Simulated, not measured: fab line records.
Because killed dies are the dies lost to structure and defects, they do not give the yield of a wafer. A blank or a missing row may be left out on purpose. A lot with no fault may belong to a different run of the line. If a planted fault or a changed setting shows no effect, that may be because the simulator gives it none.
Which tool is to blame? -- flow sky130 -- Sampling: 24 lots, 72 wafers, 5 of 708 route steps

== WHAT EACH GAUGE READ, for each wafer ==
SKY_POLY_GATE_THK_MEAS_21. Usual: for POLY_GATE_OXIDATION_THK the level is 4.01 nm and the standard deviation is 0.07.
lot,measured,on,POLY_GATE_OXIDATION_THK (nm),flag
L074,day 16 14:44,filmMetro-02,4.02 3.94 3.93,
L075,day 16 14:46,filmMetro-04,3.98 4.02 3.96,
L076,day 17 01:26,filmMetro-03,4.05 4.05 4.11,
L077,day 17 07:04,filmMetro-04,4.13 4.06 4.10,
L078,day 17 17:00,filmMetro-02,4.02 4.08 4.12,
L079,day 18 11:18,filmMetro-04,4.03 4.08 3.98,
L080,day 18 16:43,filmMetro-03,4.14 4.11 4.13,
L081,day 19 08:38,filmMetro-03,3.97 4.01 4.00,
L082,day 19 12:25,filmMetro-02,4.03 3.98 4.01,
L083,day 20 00:03,filmMetro-02,4.02 4.10 4.09,
L085,day 20 12:52,filmMetro-04,3.94 3.93 3.85,
L084,day 20 12:53,filmMetro-02,4.01 3.89 3.94,
L086,day 20 20:35,filmMetro-02,3.93 3.91 3.97,
L087,day 21 14:26,filmMetro-02,4.06 4.02 4.00,
L088,day 21 21:47,filmMetro-03,4.04 4.05 4.13,
L089,day 22 01:28,filmMetro-03,3.96 3.96 3.94,
L090,day 22 11:20,filmMetro-02,4.06 4.07 4.15,
L091,day 22 20:10,filmMetro-02,4.00 4.05 4.03,
L092,day 23 05:06,filmMetro-04,3.93 3.96 3.93,
L093,day 23 09:59,filmMetro-03,4.00 4.01 3.99,
L094,day 23 18:52,filmMetro-04,3.95 4.01 3.94,
L095,day 24 04:26,filmMetro-03,4.08 4.11 4.07,
L096,day 25 12:20,filmMetro-02,3.97 3.90 3.96,
L097,day 25 12:20,filmMetro-04,3.97 4.02 3.94,

SKY_LI_CONTACT_THK_MEAS_01. Usual: for LI_CONTACT_HDPCVD_THK the level is 925 nm and the standard deviation is 8.2.
lot,measured,on,LI_CONTACT_HDPCVD_THK (nm),flag
L074,day 27 21:44,filmMetro-03,934 930 923,
L075,day 27 23:46,filmMetro-04,928 929 919,
L076,day 29 03:11,filmMetro-04,928 923 927,
L077,day 29 03:17,filmMetro-02,933 939 925,
L078,day 29 03:56,filmMetro-02,931 929 938,
L079,day 29 16:28,filmMetro-04,911 921 918,
L080,day 29 23:55,filmMetro-03,926 926 928,
L081,day 30 13:44,filmMetro-02,929 915 933,
L082,day 30 16:49,filmMetro-04,930 943 929,
L083,day 31 05:59,filmMetro-04,936 926 934,
L085,day 31 17:01,filmMetro-02,931 931 939,
L084,day 31 17:24,filmMetro-02,921 930 933,
L086,day 31 23:19,filmMetro-04,927 916 921,
L087,day 32 17:11,filmMetro-03,929 920 934,
L088,day 33 00:14,filmMetro-04,935 925 922,
L089,day 33 12:38,filmMetro-04,917 912 917,
L090,day 33 13:01,filmMetro-04,919 931 933,
L091,day 33 19:13,filmMetro-02,913 919 918,
L092,day 34 00:53,filmMetro-03,931 937 926,
L093,day 34 05:19,filmMetro-03,929 941 929,
L094,day 34 12:55,filmMetro-04,932 916 925,
L095,day 34 21:39,filmMetro-03,920 922 911,
L096,day 36 02:55,filmMetro-04,914 917 900,
L097,day 36 03:19,filmMetro-04,919 923 909,

SKY_VIA1_THK_MEAS_01. Usual: for VIA1_HDPCVD_THK the level is 1032 nm and the standard deviation is 9.6.
lot,measured,on,VIA1_HDPCVD_THK (nm),flag
L074,day 32 20:17,filmMetro-04,1041 1030 1036,
L075,day 32 22:51,filmMetro-04,1036 1034 1042,
L076,day 33 23:43,filmMetro-04,1024 1021 1049,
L077,day 34 00:04,filmMetro-04,1057 1053 1059,
L078,day 34 01:19,filmMetro-04,1031 1034 1032,
L079,day 34 11:40,filmMetro-02,1039 1033 1031,
L080,day 34 19:57,filmMetro-02,1021 1031 1014,
L081,day 35 07:46,filmMetro-02,1020 1028 1031,
L082,day 35 10:05,filmMetro-04,1046 1039 1029,
L083,day 36 00:00,filmMetro-04,1032 1032 1019,
L085,day 36 08:37,filmMetro-04,1036 1034 1029,
L084,day 36 09:34,filmMetro-04,1031 1046 1030,
L086,day 36 14:47,filmMetro-02,1026 1026 1022,
L087,day 37 08:35,filmMetro-04,1010 1021 1019,
L088,day 37 15:23,filmMetro-02,1017 1039 1030,
L089,day 38 02:19,filmMetro-02,1041 1032 1046,
L090,day 38 02:38,filmMetro-03,1029 1036 1037,
L091,day 38 09:11,filmMetro-03,1042 1046 1050,
L092,day 38 15:25,filmMetro-02,1023 1026 1035,
L093,day 38 18:57,filmMetro-04,1031 1028 1024,
L094,day 39 02:16,filmMetro-02,1026 1021 1023,
L095,day 39 10:10,filmMetro-03,1024 1029 1014,
L096,day 40 14:23,filmMetro-02,1028 1037 1035,
L097,day 40 15:08,filmMetro-02,1038 1027 1034,

== TOOL THAT RAN EACH LOT (tool first, then ch and the chambers of the sampled wafers, then the start) ==
lot,SKY_CONTACT_STRIP_19,SKY_CONTACT_CMP_27
L074,"plasmaAsher-01 ch 0,1, day 31 14:45","cmp-01 ch 0,1,3, day 31 15:43"
L075,"plasmaAsher-03 ch 0,1, day 31 16:45","cmp-01 ch 0,3, day 31 17:47"
L076,"plasmaAsher-02 ch 0,1, day 32 18:57","cmp-01 ch 1,2, day 32 19:57"
L077,"plasmaAsher-03 ch 0,1, day 32 19:21","cmp-01 ch 0,2,3, day 32 20:42"
L078,"plasmaAsher-02 ch 0,1, day 32 20:13","cmp-01 ch 0,2,3, day 32 21:33"
L079,"plasmaAsher-03 ch 0,1, day 33 07:09","cmp-01 ch 1,2,3, day 33 08:07"
L080,"plasmaAsher-01 ch 0,1, day 33 14:46","cmp-02 ch 2,3, day 33 15:43"
L081,"plasmaAsher-02 ch 0,1, day 34 02:53","cmp-01 ch 0,2,3, day 34 03:47"
L082,"plasmaAsher-02 ch 0,1, day 34 04:54","cmp-01 ch 0,3, day 34 05:49"
L083,"plasmaAsher-02 ch 0,1, day 34 18:46","cmp-01 ch 0,1,2, day 34 19:43"
L085,"plasmaAsher-03 ch 0,1, day 35 04:07","cmp-01 ch 0,2, day 35 05:07"
L084,"plasmaAsher-02 ch 0,1, day 35 04:49","cmp-01 ch 1,2,3, day 35 05:54"
L086,"plasmaAsher-02 ch 0,1, day 35 10:17","cmp-02 ch 1,3, day 35 11:19"
L087,"plasmaAsher-02 ch 0,1, day 36 03:27","cmp-01 ch 1,2, day 36 04:26"
L088,"plasmaAsher-02 ch 0,1, day 36 10:49","cmp-02 ch 0,2, day 36 11:45"
L089,"plasmaAsher-02 ch 0,1, day 36 22:28","cmp-01 ch 1,2,3, day 36 23:25"
L090,"plasmaAsher-03 ch 0,1, day 36 22:51","cmp-02 ch 0,2,3, day 36 23:55"
L091,"plasmaAsher-02 ch 0,1, day 37 04:16","cmp-01 ch 0,1,3, day 37 05:15"
L092,"plasmaAsher-03 ch 0, day 37 11:10","cmp-02 ch 0,1,2, day 37 12:34"
L093,"plasmaAsher-03 ch 0, day 37 15:18","cmp-01 ch 1,3, day 37 16:22"
L094,"plasmaAsher-02 ch 0,1, day 37 22:34","cmp-02 ch 0,3, day 37 23:32"
L095,"plasmaAsher-03 ch 0,1, day 38 06:37","cmp-01 ch 0,2,3, day 38 07:40"
L096,"plasmaAsher-01 ch 0,1, day 39 11:18","cmp-02 ch 0,2,3, day 39 12:20"
L097,"plasmaAsher-01 ch 0,1, day 39 12:37","cmp-01 ch 0,1, day 39 13:34"
- SKY_CONTACT_STRIP_19: strips in O2/N2.
- SKY_CONTACT_CMP_27: polishes, stops on SiO2, t overpolish 15 s, target thk 0 nm.

== AS READ BY THE TOOLS THEMSELVES (means over the sampled wafers that have a number; for cases with no such wafer, the mark the record gives instead) ==
SKY_CONTACT_STRIP_19. Usual: drypumpMotorCurrentA 5.8 A, standard deviation 0.39; o2FlowSccm 3000 sccm, standard deviation 8.5; oesProductAu 0.380 a.u., standard deviation 0.0045; stripTimeToEndpointS 3.604 s, standard deviation 0.02.
lot,tool,drypumpMotorCurrentA (A),o2FlowSccm (sccm),oesProductAu (a.u.),stripTimeToEndpointS (s),flag
L074,plasmaAsher-01,6.2,3006,0.384,3.605,
L075,plasmaAsher-03,5.7,3003,0.378,3.613,
L076,plasmaAsher-02,5.8,2999,0.382,3.617,
L077,plasmaAsher-03,5.7,3008,0.379,3.607,
L078,plasmaAsher-02,5.8,3005,0.382,3.598,
L079,plasmaAsher-03,5.7,3001,0.385,3.599,
L080,plasmaAsher-01,6.2,2995,0.379,3.588,
L081,plasmaAsher-02,5.8,2988,0.384,3.626,
L082,plasmaAsher-02,5.5,3002,0.383,3.603,
L083,plasmaAsher-02,5.8,3010,0.381,3.577,
L085,plasmaAsher-03,5.7,3003,0.378,3.616,
L084,plasmaAsher-02,5.8,2993,0.380,3.601,
L086,plasmaAsher-02,5.6,3006,0.381,3.601,
L087,plasmaAsher-02,5.5,3002,0.381,3.589,
L088,plasmaAsher-02,5.5,3003,0.385,3.585,
L089,plasmaAsher-02,5.8,3000,0.377,3.601,
L090,plasmaAsher-03,5.7,2991,0.382,3.620,
L091,plasmaAsher-02,5.5,3009,0.381,3.630,
L092,plasmaAsher-03,5.7,2995,0.381,3.600,
L093,plasmaAsher-03,5.7,2989,0.381,3.580,
L094,plasmaAsher-02,5.8,3003,0.381,3.592,
L095,plasmaAsher-03,5.7,2997,0.378,3.597,
L096,plasmaAsher-01,6.2,3001,0.382,3.597,
L097,plasmaAsher-01,6.2,2998,0.384,3.627,

SKY_CONTACT_CMP_27. Usual: edgeZonePressureFrac 1.000, standard deviation 0.0043; motorCurrentA 10.7 A, standard deviation 0.69; overpolishRunS 14.999 s, standard deviation 0.0093; timeToEndpointS 83.4 s, standard deviation 2.5.
lot,tool,edgeZonePressureFrac,motorCurrentA (A),overpolishRunS (s),timeToEndpointS (s),flag
L074,cmp-01,1.001,10.8,14.989,81.5,
L075,cmp-01,1.001,10.7,15.001,81.5,
L076,cmp-01,1.001,10.3,15.006,86.2,
L077,cmp-01,0.999,10.9,15.004,85.9,
L078,cmp-01,1.000,10.5,14.999,84.3,
L079,cmp-01,0.998,10.4,14.999,85.9,
L080,cmp-02,1.002,9.8,15.004,81.2,
L081,cmp-01,0.999,10.8,14.991,86.2,
L082,cmp-01,0.996,10.4,15.007,84.5,
L083,cmp-01,1.001,10.4,14.999,82.6,
L085,cmp-01,0.999,10.8,15.006,81.9,
L084,cmp-01,1.001,11.0,14.993,83.6,
L086,cmp-02,1.001,9.9,14.999,82.0,
L087,cmp-01,1.003,10.6,14.997,87.8,
L088,cmp-02,0.996,11.7,15.004,80.0,
L089,cmp-01,1.002,10.5,15.004,82.5,
L090,cmp-02,1.000,10.8,15.001,83.5,
L091,cmp-01,0.999,10.3,15.005,87.5,
L092,cmp-02,0.997,11.6,15.008,83.1,
L093,cmp-01,1.005,11.0,14.993,83.7,
L094,cmp-02,1.003,10.4,14.995,83.5,
L095,cmp-01,1.001,10.2,14.998,82.5,
L096,cmp-02,1.002,10.3,14.998,85.5,
L097,cmp-01,1.004,10.3,14.996,80.7,

== THE ANSWER, worked out from the rows above alone ==
Rule: take the mean of a lot's wafers that have a number; if it is more than 3 standard deviations from the usual mean, the lot is off. Also off: a lot with no number at a reading for which 4 or more lots have one. The other lots that the step has rows for count as sound. After the gauges, taken in route order, come the tools' own readings; for these a lot's mean is taken, as printed above. At the first step where some lot is off, the reading lying furthest off is the one used; lots without a number count as furthest.
Nothing can be told from this: no lot is off at any reading shown.

== WHAT THE SIMULATOR HAD PUT IN ==
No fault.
